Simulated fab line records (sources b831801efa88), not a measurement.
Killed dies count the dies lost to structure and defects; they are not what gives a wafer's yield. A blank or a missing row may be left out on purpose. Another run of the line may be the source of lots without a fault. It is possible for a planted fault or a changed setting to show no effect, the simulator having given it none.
Struck lot and sound lot, side by side | flow sky130 | 15 steps out of a route of 708
Sound: the wafers L364.1, L364.4, L364.5. Wafers struck: L367.1, L367.4, L367.6. The cause is named last.
Per side, at each step with rows, come the tool, then ch with its chambers, and then its first start. Under that, the readings that differ: sound wafers | struck wafers | difference of the means | sigmas: that difference in standard deviations of wafers without a fault.
alike: a reading whose means differ by less than 2 such deviations, as well as words and numbers matching on both sides. not compared: withheld readings; readings where some wafer has no value; bounds like >300 that might hide an equal value; numbers whose values overlap and for which the record gives no deviation.
A row with sigmas, a row that says differs or no value, or rows on one side alone: a step with any of these is where the two part. When numbers do not overlap yet have no deviation, they are printed without sigmas and do not part them. A reading that every wafer of one side lacks parts them only if that side has two wafers or more.

SKY_POLY_GATE_CD_MEAS_22:
  sound on cd-sem-01, day 21 13:17; struck on cd-sem-01, day 21 19:12
  alike: cd-nm
then, 7 steps without rows for these wafers: SKY_LDD_N_DEHYDRATE_00 (time 60 s); SKY_LDD_N_HMDS_01 (prime time 60 s); SKY_LDD_N_COAT_02 (resist thk 300 nm); SKY_LDD_N_SOFTBAKE_03 (time 60 s); SKY_LDD_N_EXPOSE_04 (exposes mask NTM, target cd 840 nm); SKY_LDD_N_PEB_05; SKY_LDD_N_DEVELOP_06 (develop time 60 s).
SKY_LDD_N_OVL_MEAS_07:
  sound on overlay-01, day 22 19:27; struck on overlay-02, day 23 01:12
  alike: LDD_N_OVL
then, 3 steps without rows for these wafers: SKY_LDD_N_IMPLANT_08; SKY_LDD_N_IMPLANT_09; SKY_LDD_N_IMPLANT_10.
SKY_LDD_N_IMPLANT_11:
  sound on implanter-04 ch 0, day 22 19:56; struck on implanter-04 ch 0, day 23 01:41
  reading                   | sound                | struck               | difference | sigmas
  beam-energy-keV           | 19.996 19.995 20.001 | 18.397 18.396 18.392 | -1.602     | -99 or more
  model.implant.rp-nm (nm)  | 15.49 15.49 15.49    | 14.26 14.26 14.26    | -1.23      |
  model.implant.drp-nm (nm) | 7.212 7.212 7.212    | 6.808 6.808 6.808    | -0.404     |
next, for these wafers, 1 step has no rows: SKY_LDD_N_IMPLANT_12.
-- here the record skips 26 days between the struck wafers' starts before and after, leaving off in module LDD_N and picking up in module PAD_OPEN (first step shown: number 708 of the route) --
SKY_PAD_OPEN_PROBE_99:
  the record has rows for the struck wafers here (prober-01, day 49 07:56) and none for the sound ones

WHERE THEY PART
Earliest at SKY_LDD_N_IMPLANT_11; latest, in this record, at SKY_PAD_OPEN_PROBE_99.

WHY: what the simulator had put in
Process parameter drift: implanter-04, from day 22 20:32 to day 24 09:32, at SKY_LDD_N_IMPLANT_11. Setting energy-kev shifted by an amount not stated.
